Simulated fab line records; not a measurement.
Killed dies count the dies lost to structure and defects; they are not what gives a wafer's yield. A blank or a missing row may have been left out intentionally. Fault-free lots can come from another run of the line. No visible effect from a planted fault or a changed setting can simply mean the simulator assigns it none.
The tool behind it: which one? | flow sky130 | Sampling: 14 lots, 42 wafers, 4 of 708 route steps

WHAT THE GAUGES SHOWED, per wafer
SKY_SONOS_TUNNEL_CD_MEAS_07 targets a cd of 410 nm.
lot  | measured     | on        | cd nm (nm)
L358 | day 12 01:02 | cd sem-01 | 413.0 409.9 409.2
L359 | day 12 09:34 | cd sem-02 | 410.5 413.2 408.6
L360 | day 12 20:35 | cd sem-02 | 407.7 409.8 410.7
L362 | day 13 01:22 | cd sem-01 | 413.0 414.3 410.8
L363 | day 13 13:04 | cd sem-01 | 408.2 407.7 409.0
L367 | day 15 01:10 | cd sem-02 | 411.5 411.3 413.9
L368 | day 15 01:32 | cd sem-02 | 413.4 411.0 411.6
L373 | day 17 13:18 | cd sem-02 | 412.0 412.0 410.8
L374 | day 18 05:56 | cd sem-01 | 410.0 408.3 406.5
L375 | day 18 09:11 | cd sem-02 | 412.6 412.5 410.6
L377 | day 18 19:27 | cd sem-02 | 409.7 409.6 412.2
L378 | day 18 23:44 | cd sem-02 | 411.3 410.9 410.0
L379 | day 19 05:10 | cd sem-02 | 411.2 410.3 410.5
L380 | day 19 11:49 | cd sem-02 | 409.0 408.8 407.2

SKY_SONOS_ONO_CD_MEAS_13 targets a cd of 410 nm.
lot  | measured     | on        | cd nm (nm)
L358 | day 13 08:29 | cd sem-02 | 411.6 410.8 414.0
L359 | day 13 15:24 | cd sem-01 | 412.0 413.3 413.1
L360 | day 14 05:13 | cd sem-01 | 409.8 408.6 411.9
L362 | day 14 07:14 | cd sem-01 | 409.3 409.0 407.4
L363 | day 14 22:42 | cd sem-02 | 407.4 407.8 409.3
L367 | day 16 08:52 | cd sem-02 | - - -
L368 | day 16 11:02 | cd sem-02 | - - -
L373 | day 19 02:13 | cd sem-02 | 410.8 409.5 409.0
L374 | day 19 16:54 | cd sem-01 | 405.8 404.5 404.8
L375 | day 19 21:29 | cd sem-02 | 410.8 409.5 411.0
L377 | day 20 06:39 | cd sem-02 | 412.6 411.4 410.5
L378 | day 20 13:38 | cd sem-01 | 409.0 406.2 404.1
L379 | day 20 16:18 | cd sem-01 | 415.0 414.2 413.9
L380 | day 21 03:34 | cd sem-02 | 407.4 405.4 409.9

SKY_GATE_OXIDE_OVL_MEAS_10.
lot  | measured     | on         | GATE_OXIDE_OVL (nm)
L358 | day 14 13:37 | overlay-01 | -2.2 -2.4 -1.3
L359 | day 14 21:00 | overlay-01 | -0.4 1.2 -1.1
L360 | day 15 09:20 | overlay-01 | 0.8 3.5 2.7
L362 | day 15 12:12 | overlay-01 | 1.4 2.3 1.2
L363 | day 16 05:02 | overlay-02 | 0.0 3.6 2.3
L373 | day 20 11:43 | overlay-01 | 0.7 -0.4 0.5
L374 | day 21 04:17 | overlay-01 | 2.9 1.1 1.0
L375 | day 21 12:05 | overlay-02 | 0.9 -0.2 0.3
L377 | day 21 19:59 | overlay-02 | 1.5 0.2 1.8
L378 | day 22 03:17 | overlay-01 | 2.2 2.8 2.2
L379 | day 22 03:42 | overlay-02 | 0.7 0.6 0.9
L380 | day 22 12:26 | overlay-02 | 0.4 1.5 -0.2

TOOL THAT RAN EACH LOT (tool first, then ch and the chambers of the sampled wafers, then the start)
lot  | SKY_SONOS_ONO_EXPOSE_10
L358 | iline stepper-02 ch 0, day 12 20:27
L359 | iline stepper-01 ch 0, day 13 02:42
L360 | iline stepper-02 ch 0, day 13 16:45
L362 | iline stepper-02 ch 0, day 13 18:42
L363 | iline stepper-01 ch 0, day 14 09:26
L367 | iline stepper-02, day 15 19:25
L368 | iline stepper-02, day 15 21:02
L373 | iline stepper-02 ch 0, day 18 11:41
L374 | iline stepper-01 ch 0, day 19 01:52
L375 | iline stepper-01 ch 0, day 19 05:41
L377 | iline stepper-01 ch 0, day 19 15:39
L378 | iline stepper-02 ch 0, day 19 23:01
L379 | iline stepper-01 ch 0, day 20 01:30
L380 | iline stepper-02 ch 0, day 20 12:37
- SKY_SONOS_ONO_EXPOSE_10: exposes mask ONOM, target cd 410 nm.

WHAT THE TOOLS THEMSELVES READ (means of the sampled wafers that have a number; where no wafer has one, the mark that the record gives instead)
SKY_SONOS_ONO_EXPOSE_10.
lot  | tool             | exposure dose mJ cm2 | focus offset nm (nm)
L358 | iline stepper-02 | 149.93               | 0.0
L359 | iline stepper-01 | 149.72               | 0.3
L360 | iline stepper-02 | 149.94               | 0.1
L362 | iline stepper-02 | 150.13               | 0.3
L363 | iline stepper-01 | 149.86               | -0.1
L367 | iline stepper-02 | -                    | -
L368 | iline stepper-02 | -                    | -
L373 | iline stepper-02 | 149.74               | -0.2
L374 | iline stepper-01 | 150.00               | -0.5
L375 | iline stepper-01 | 149.79               | 0.5
L377 | iline stepper-01 | 150.06               | 0.2
L378 | iline stepper-02 | 150.12               | -0.2
L379 | iline stepper-01 | 150.00               | -0.2
L380 | iline stepper-02 | 150.01               | -0.6

THE ANSWER, worked out from the rows above alone
Rule: the lots themselves supply what counts as usual. Put in order of their means at a reading, lots are off if they are a third of the lots or fewer, leave a main group of 4 or more, and stand apart from it by a gap of 3 or more times the standard deviation of the main group's means; of several such gaps the widest counts. A main group whose means are all the same, to the digits that the tables above print for the reading, isn't used. A lot without any number at a reading at which 4 lots or more have one is off too. Any other lot the step has rows for is counted as sound. The gauges are gone through in route order, then the tools' own readings, and for those a lot's mean is taken as printed above. At the first step where some lot is off, the reading lying furthest off is the one used; lots without a number count as furthest.
Off, at SKY_SONOS_ONO_CD_MEAS_13 on cd nm: L367, L368. Without a number there: L367, L368. Main group: mean 409.7 nm, sd 2.6.
If a tool, at a process step before that reading, ran all the lots that are off and no sound lot after the first of them, it fits. The gauges at SKY_SONOS_ONO_CD_MEAS_13 aren't tried: what is off there is off at SKY_SONOS_ONO_EXPOSE_10 too, on other tools, and a gauge's error can't cause that. Not one of the candidates tried fits.

WHAT HAD BEEN PUT IN BY THE SIMULATOR
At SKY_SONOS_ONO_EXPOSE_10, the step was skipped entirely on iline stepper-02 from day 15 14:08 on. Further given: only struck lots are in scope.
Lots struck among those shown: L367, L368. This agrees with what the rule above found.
